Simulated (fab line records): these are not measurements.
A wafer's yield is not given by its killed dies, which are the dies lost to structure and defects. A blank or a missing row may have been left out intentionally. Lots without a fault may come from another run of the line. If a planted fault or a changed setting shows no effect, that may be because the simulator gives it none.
Problem report in the 8D (eight disciplines) form, filled by code ; flow gf180mcu ; the parts of the form that need people (team, actions taken, sign-off) are left out

1. WHAT WENT WRONG
Across 6 wafers from 2 lots, PSD_TW at GF_PSD_TW_MEAS_11 averages 2876, while fault-free wafers read 3170 with a standard deviation of 25. That is -12 standard deviations from the usual mean.
Earliest sighting: wafer L604.1 on film-metro-03 at day 18 03:43. The record holds 33 wafers of 11 lots with a number at this step. By rule, "out" or "out of limits" means more than 4 standard deviations away from the usual mean. The rest of the wafers with a number are treated as sound.

2. WHAT IT IS; WHAT IT IS NOT
question;is;is not
which readings at this step;PSD_TW;-
which lots;L604, L606;L597, L599, L605, L609, L611, L613, L614, L615, L617
which wafers of those lots;all that have a number;-
read on which gauges;film-metro-03;film-metro-01, film-metro-04
when;from day 18 03:43;"up to then (6 sound wafers); but 21 sound wafers of L605, L609, L611, L613, L614, L615, L617 came after"

3. THE SUSPECTS, EACH WITH WHAT RULES IT OUT
Counting: any tool at a process step up to the reading is kept as a suspect provided that every lot that is out went through it and no sound lot did after the first of them.
- the gauge at GF_PSD_TW_MEAS_11 has been ruled out. All the wafers that are out were read on film-metro-03, but those of them that GF_PSD_IMPLANT_09 has rows for are out there too, on other tools.
- implanter-01 at GF_PSD_IMPLANT_09: kept. Every lot that is out went through it, starting with L604 (day 18 03:28), and after that it ran no sound lot; the last sound lot it ran before then is L599 (day 16 17:02). Its own beam-energy-keV readings are out on those wafers.
After counting, what remains is implanter-01 at GF_PSD_IMPLANT_09.

4. THE CAUSE (what the simulator had put in)
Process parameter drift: implanter-01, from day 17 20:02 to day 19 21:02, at GF_PSD_IMPLANT_09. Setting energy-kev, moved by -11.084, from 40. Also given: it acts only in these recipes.
This tool alone remained once counting was done.

5. THE CHAIN OF EFFECTS, in route order
Rows list readings where the struck wafers' mean (over those with a number) sits beyond 3 standard deviations from the usual. Readings are gone through only where the record gives a usual standard deviation; hours: the median, over the lots, of the time from a lot's start at the first step in this table giving one to that lot's start at this step; sigmas: the change measured in usual standard deviations.
hours;step;reading;usual;on struck wafers;change;sigmas
0;GF_PSD_IMPLANT_09;beam-energy-keV;40.002;28.918;-11.084;-99 or more
0;GF_PSD_STRIP_10;oes-product-au;0.591 a.u.;0.614;+0.023;+5.1
0;GF_PSD_STRIP_10;strip-time-to-endpoint-s;16.52 s;15.48;-1.04;-23
0;GF_PSD_TW_MEAS_11;PSD_TW;3170;2876;-294;-12
1;GF_PSD_RS_MEAS_15;PSD_RS;108.57 ohm/sq;125.90;+17.33;+64
Here are the process steps it includes:
- GF_PSD_IMPLANT_09
- GF_PSD_STRIP_10: strips in O2/N2.
At these later measuring or inspecting steps, every struck wafer for which the step has a row has a number for every such reading, and none has moved that far: GF_CONTACT_THK_MEAS_03.

6. WHAT WOULD HAVE CAUGHT IT SOONER
Counted from the fault's start at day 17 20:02, it took 8 hours until the first out-of-limits reading at a measuring or inspecting step in this record, taken at day 18 03:43.
At GF_PSD_IMPLANT_09, the tool's own readings (beam-energy-keV) were out on each struck wafer the step has a row for, so an alarm limit on them would have fired on the first such wafer.
Among the 2 lots that are out, L606 began GF_PSD_IMPLANT_09 on implanter-01 after day 18 03:43. Had the tool been put on hold then, it would have been spared.
